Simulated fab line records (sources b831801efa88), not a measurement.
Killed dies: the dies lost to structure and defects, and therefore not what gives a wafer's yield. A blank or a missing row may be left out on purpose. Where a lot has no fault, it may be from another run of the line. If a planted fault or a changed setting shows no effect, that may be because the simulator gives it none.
fab line records | flow sky130
[record] lots = 5 wafers = 15 lastDay = 50
route steps=708 shown PWDE@55 NWELL@56 PAD_OPEN@708
lots that met no fault: taken from a fault-free run of the same line
startH: start of the lot's first displayed wafer, in hours after the record's first day | waitH: hours elapsed since this lot's preceding step | " the same as in the row above | L1.1+2: a row that stands for several wafers | - value missing, or start not given | * or withheld: withheld | < > ~ a bound
route shown NAME@n: NAME is a module with steps in the file, n the number in the route of the first one | usual: the fault-free wafers' mean and standard deviation | same: alike in all rows | chamber/n: place in a boat | sites: readings site by site | _std_site: the values' standard deviation | _edge_site: the outer-site mean with the inner-site mean subtracted | radiusMm: how far each site lies from the wafer's centre | mask NAME#n: copy n | behind: the most recent tool/chamber to have shaped the wafer | hold: cause of the lot's hold/its duration in hours/its outcome | device: the transistor (n, p or np) that didn't switch | end of line: the route-end tests of the same wafers | for a step that has no rows: nothing shown but its recipe | killed: at the first sort, the dies lost to defects and structure; wafer yield is something else | map: a wafer's dies, x killed, . not, _ none there
set.NAME: the setting the step ran with; set.NAME@STEP: the setting that earlier step ran with | model.NAME: the simulator's own value behind a step, which no gauge read
lots at some steps of the route; a table a step, a row a wafer
services: the hour from which a tool's chamber was out of use, counted from the record's first day as startH (under 0 if before that day), plus the number of hours and why
[[steps]]
[step SKY_PWDE_TW_MEAS_10]
[usual] PWDE_TW = 372.4/2
// columns lot.wafer tool chamber startH waitH PWDE_TW
L364.1 filmMetro-04 - 88.50 0.1 371.1
L364.3 " - " " 369.3
L364.6 " - " " 371.0
L365.2 filmMetro-04 - 103.96 0.1 372.5
L365.5 " - " " 372.1
L365.6 " - " " 371.4
L380.1 filmMetro-04 - 182.45 0.1 374.1
L380.4 " - " " 370.1
L380.5 " - " " 371.8
L381.2 filmMetro-03 - 186.96 0.1 373.5
L381.3 " - " " 375.6
L381.6 " - " " 375.1
L383.1 filmMetro-03 - 197.40 0.1 378.3
L383.4 " - " " 377.3
L383.5 " - " " 378.7
[step SKY_NWELL_DEHYDRATE_03]
[recipe] tempC = 200 timeS = 60
[step SKY_NWELL_HMDS_04]
[recipe] primeTimeS = 60 primeTempC = 120
[step SKY_NWELL_COAT_05]
[recipe] spinRpm = 2000 resistThkNm = 3000
[step SKY_NWELL_SOFTBAKE_06]
[recipe] tempC = 110 timeS = withheld
[step SKY_NWELL_EXPOSE_07]
[recipe] maskId = NWM na = 0.6 sourceShape = conventional sigmaOuter = 0.6 polarization = unpolarized targetCdNm = 840 doseMj = 255
[step SKY_NWELL_PEB_08]
[recipe] tempC = 115 timeS = withheld
[step SKY_NWELL_DEVELOP_09]
[recipe] wallAngleDeg = 90 developer = TMAH developTimeS = 60 devTempC = 23
[step SKY_NWELL_OVL_MEAS_10]
[usual] NWELL_00_OVL = 0.4/1.5
// columns lot.wafer tool chamber startH waitH NWELL_00_OVL[nm]
L364.1 overlay-01 - 106.44 - -1.1
L364.3 " - " " 0.6
L364.6 " - " " -0.8
L365.2 overlay-01 - 123.09 - -2.0
L365.5 " - " " 0.7
L365.6 " - " " 2.4
L380.1 overlay-01 - 202.89 - 0.0
L380.4 " - " " 0.6
L380.5 " - " " -0.7
L381.2 overlay-01 - 207.44 - 0.9
L381.3 " - " " -0.8
L381.6 " - " " 0.4
L383.1 overlay-01 - 218.61 - -2.1
L383.4 " - " " 1.0
L383.5 " - " " -2.1
[step SKY_NWELL_IMPLANT_11]
[recipe] species = P energyKev = 400 doseCm2 = 1.9e+13 tiltDeg = withheld
[step SKY_NWELL_IMPLANT_12]
[recipe] species = P energyKev = 120 doseCm2 = 1.3e+12 tiltDeg = withheld
[step SKY_NWELL_IMPLANT_13]
[recipe] species = P energyKev = 50 doseCm2 = 7e+11 tiltDeg = withheld
[step SKY_NWELL_STRIP_14]
[recipe] chemistry = O2/N2 powerW = 1400 pressureMtorr = 1500 platenTempC = withheld o2FlowSccm = 3000 n2FlowSccm = 300 overashFraction = 0.5
[usual] drypumpMotorCurrentA = 5.6/0.68 oesProductAu = 0.722/0.0049 stripTimeToEndpointS = 36.94/0.1
// columns lot.wafer tool chamber startH waitH drypumpMotorCurrentA oesProductAu rfHoursCounterH stripTimeToEndpointS model.coat_of_NWELL_COAT_05.thkNm
L364.1 plasmaAsher-04 1 106.92 0.1 5.0 0.720 43 37.00 0
L364.3 " 0 " " 6.3 0.708 - 37.06 0
L364.6 " 0 " " 6.3 0.721 - 36.98 0
L365.2 plasmaAsher-04 1 123.72 0.1 4.9 0.943 1 - 1325
L365.5 " 0 " " 6.4 0.932 - - 1330
L365.6 " 1 " " 5.0 0.944 - - 1327
L380.1 plasmaAsher-02 1 203.37 0.1 6.5 0.718 51 36.97 0
L380.4 " 1 " " 6.4 0.730 - 37.03 0
L380.5 " 0 " " 5.8 0.732 - 36.98 0
L381.2 plasmaAsher-04 1 207.92 0.1 4.9 0.729 9 36.89 0
L381.3 " 0 " " 6.3 0.724 - 36.85 0
L381.6 " 1 " " 5.0 0.716 - 36.88 0
L383.1 plasmaAsher-02 1 219.10 0.1 6.4 0.723 52 36.92 0
L383.4 " 0 " " 5.8 0.728 - 36.89 0
L383.5 " 1 " " 6.4 0.731 - 36.87 0
[step SKY_NWELL_TW_MEAS_15]
[usual] NWELL_TW = 1818/10
// columns lot.wafer tool chamber startH waitH NWELL_TW
L364.1 filmMetro-03 - 107.02 0.1 1817
L364.3 " - " " 1824
L364.6 " - " " 1819
L365.2 filmMetro-04 - 123.83 0.1 1814
L365.5 " - " " 1804
L365.6 " - " " 1814
L380.1 filmMetro-04 - 203.47 0.1 1812
L380.4 " - " " 1810
L380.5 " - " " 1813
L381.2 filmMetro-03 - 208.03 0.1 1834
L381.3 " - " " 1822
L381.6 " - " " 1839
L383.1 filmMetro-01 - 219.20 0.1 1823
L383.4 " - " " 1811
L383.5 " - " " 1811
[step SKY_NWELL_DEHYDRATE_16]
[recipe] tempC = 200 timeS = 60
[step SKY_NWELL_HMDS_17]
[recipe] primeTimeS = 60 primeTempC = 120
[step SKY_NWELL_COAT_18]
[recipe] spinRpm = 2000 resistThkNm = 3000
[step SKY_NWELL_SOFTBAKE_19]
[recipe] tempC = 110 timeS = withheld
[step SKY_NWELL_EXPOSE_20]
[recipe] maskId = NWM_COMPLEMENT na = 0.6 sourceShape = conventional sigmaOuter = 0.6 polarization = unpolarized targetCdNm = 840 doseMj = 260
[step SKY_NWELL_PEB_21]
[recipe] tempC = 115 timeS = withheld
[step SKY_NWELL_DEVELOP_22]
[recipe] wallAngleDeg = 90 developer = TMAH developTimeS = 60 devTempC = 23
[step SKY_NWELL_OVL_MEAS_23]
[usual] NWELL_01_OVL = 0.7/1.2
// columns lot.wafer tool chamber startH waitH NWELL_01_OVL[nm]
L364.1 overlay-02 - 125.96 - 1.2
L364.3 " - " " 1.6
L364.6 " - " " 0.4
L365.2 overlay-02 - 142.52 - 2.5
L365.5 " - " " 0.2
L365.6 " - " " 1.1
L380.1 overlay-02 - 224.91 - -0.6
L380.4 " - " " 0.0
L380.5 " - " " 0.7
L381.2 overlay-01 - 229.52 - -0.5
L381.3 " - " " 0.0
L381.6 " - " " -0.6
L383.1 overlay-01 - 241.96 - 2.7
L383.4 " - " " 1.9
L383.5 " - " " 1.3
[step SKY_NWELL_IMPLANT_24]
[recipe] species = B energyKev = 140 doseCm2 = 9.2e+12 tiltDeg = withheld
[step SKY_NWELL_STRIP_25]
[recipe] chemistry = O2/N2 powerW = 1400 pressureMtorr = 1500 platenTempC = withheld o2FlowSccm = 3000 n2FlowSccm = 300 overashFraction = 0.5
[usual] drypumpMotorCurrentA = 5.7/0.64 oesProductAu = 0.722/0.0046 stripTimeToEndpointS = 36.92/0.12
// columns lot.wafer tool chamber startH waitH drypumpMotorCurrentA oesProductAu rfHoursCounterH stripTimeToEndpointS
L364.1 plasmaAsher-01 0 126.15 0.1 4.8 0.722 46 36.98
L364.3 " 0 " " 4.8 0.725 - 36.89
L364.6 " 0 " " 4.8 0.720 - 36.79
L365.2 plasmaAsher-04 1 142.70 0.1 5.0 0.718 2 56.47
L365.5 " 0 " " 6.4 0.731 - 56.61
L365.6 " 1 " " 5.0 0.724 - 56.75
L380.1 plasmaAsher-04 0 225.10 0.1 6.4 0.716 10 36.84
L380.4 " 0 " " 6.4 0.720 - 36.88
L380.5 " 1 " " 5.0 0.719 - 36.85
L381.2 plasmaAsher-02 0 229.70 0.1 5.8 0.733 53 36.99
L381.3 " 1 " " 6.4 0.722 - 37.03
L381.6 " 1 " " 6.4 0.721 - 37.06
L383.1 plasmaAsher-01 1 242.15 0.1 5.0 0.730 57 37.10
L383.4 " 0 " " 4.9 0.727 - 37.17
L383.5 " 0 " " 4.8 0.723 - 37.06
[step SKY_NWELL_TW_MEAS_26]
[usual] NWELL_2_TW = 495.8/3
// columns lot.wafer tool chamber startH waitH hold NWELL_2_TW
L364.1 filmMetro-03 - 126.25 0.1 - 498.0
L364.3 " - " " - 496.7
L364.6 " - " " - 497.2
L365.2 filmMetro-01 - 142.81 0.1 awaitDispo/0.2h/release 29.7
L365.5 " - " " awaitDispo/0.2h/release 29.9
L365.6 " - " " awaitDispo/0.2h/release 29.7
L365.2 filmMetro-01 - 143.04 0.2 - 29.8
L365.5 " - " " - 29.9
L365.6 " - " " - 29.9
L380.1 filmMetro-04 - 225.20 0.1 - 495.3
L380.4 " - " " - 491.8
L380.5 " - " " - 494.0
L381.2 filmMetro-03 - 229.81 0.1 - 494.4
L381.3 " - " " - 495.1
L381.6 " - " " - 494.6
L383.1 filmMetro-03 - 242.25 0.1 - 494.2
L383.4 " - " " - 496.9
L383.5 " - " " - 497.6
[step SKY_PAD_OPEN_PROBE_99]
[usual] defectLimitedYield = 82.6/2.1 killed_at_M0_to_M3 = 42/7.6 killed_at_M4_up = 3.4/2 killedAtContacts = 24/5.9 killedAtFrontEnd = 16/4.5 killedAtOther = 0.4/0.58 killedDies = 86/10 killedOpen = 47/7.6 killedShort = 39/6.7 sort_bin_3_pad_short = 0.9/0.42 sort_bin_5_function = 10.3/1.7 sort_bin_6_memory = 6.2/1.2 sortNPass = 406/10 sortYieldPct = 82.6/2.1
[same] grossDies = 492 killedAtBackSide = 0 sort_bin_4_leakage[%] = 0 sort_bin_8_speed[%] = 0
// columns lot.wafer tool chamber startH waitH defectLimitedYield[%] killed_at_M0_to_M3 killed_at_M4_up killedAtContacts killedAtFrontEnd killedAtOther killedDies killedOpen killedShort sort_bin_3_pad_short[%] sort_bin_5_function[%] sort_bin_6_memory[%] sortNPass sortYieldPct[%]
L380.1 prober-02 - 1193.23 0.1 78.0 58 3 31 16 0 108 55 53 1.4 12.0 8.5 384 78.0
L380.4 prober-02 - 1193.38 0.2 84.3 35 3 24 15 0 77 39 38 1.6 9.1 4.9 415 84.3
L380.5 prober-02 - 1193.43 0.2 82.5 49 0 30 6 1 86 54 31 0.2 9.6 7.7 406 82.5
// killed by level:class
L380.1 LI_CONTACT:geometricParticle:open=10 CONTACT:geometricParticle:open=10 VIA1:geometricParticle:open=10 VIA2:geometricParticle:open=8 METAL1:geometricParticle:short=8 FIELD_ISO:geometricParticle:short=6 VIA2:geometricParticle:short=6 VIA3:geometricParticle:open=6
L380.4 VIA3:geometricParticle:open=8 CONTACT:geometricParticle:open=7 CONTACT:geometricParticle:short=7 LI_CONTACT:geometricParticle:open=6 METAL1:geometricParticle:short=6 POLY_GATE:geometricParticle:short=4 VIA1:geometricParticle:open=4 VIA2:geometricParticle:short=4
L380.5 VIA1:geometricParticle:open=15 CONTACT:geometricParticle:open=12 VIA3:geometricParticle:open=10 CONTACT:geometricParticle:short=6 VIA2:geometricParticle:open=5 LI_CONTACT:geometricParticle:open=5 METAL2:geometricParticle:short=5 LI_CONTACT:geometricParticle:short=4
[[services]]
// columns tool chamber startH hours kind
plasmaAsher-04 - 108.75 9.0 pm
plasmaAsher-04 0 108.75 9.0 ventCycle
plasmaAsher-04 1 108.75 9.0 ventCycle
plasmaAsher-04 0 117.75 - clean
plasmaAsher-04 1 117.75 - clean
plasmaAsher-04 - 129.69 4.3 repair
plasmaAsher-02 - 136.99 0.6 repair
plasmaAsher-02 - 139.60 2.8 repair
plasmaAsher-02 - 167.38 2.8 pm
plasmaAsher-04 - 189.91 2.8 pm
[[key]]
[firstSign] step = SKY_NWELL_STRIP_14 reading = oesProductAu direction = up sigmas = 44 usual = 0.722 struck = 0.939
[effect] step = SKY_NWELL_STRIP_25 reading = stripTimeToEndpointS direction = up sigmas = 99+ usual = * struck = *
[effect] step = SKY_NWELL_TW_MEAS_26 reading = visit direction = added
[effect] step = SKY_NWELL_TW_MEAS_26 reading = NWELL_2_TW direction = down sigmas = 99+ usual = 495.8 struck = 29.8
[modelEffect] step = SKY_NWELL_STRIP_14 value = coat_of_NWELL_COAT_05.thkNm without = 0 struck = 1327
metAt SKY_NWELL_STRIP_14
struckWafers L365.2,L365.5,L365.6
scrappedBehind SKY_NWELL_TW_MEAS_26 L365.2,L365.5,L365.6
onsetBetween 106.92 123.72
[fault] kind = stripAborted tool = plasmaAsher-04 chamber = - onsetH = 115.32 steps = SKY_NWELL_STRIP_14 offset = 0.69021 endH = 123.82
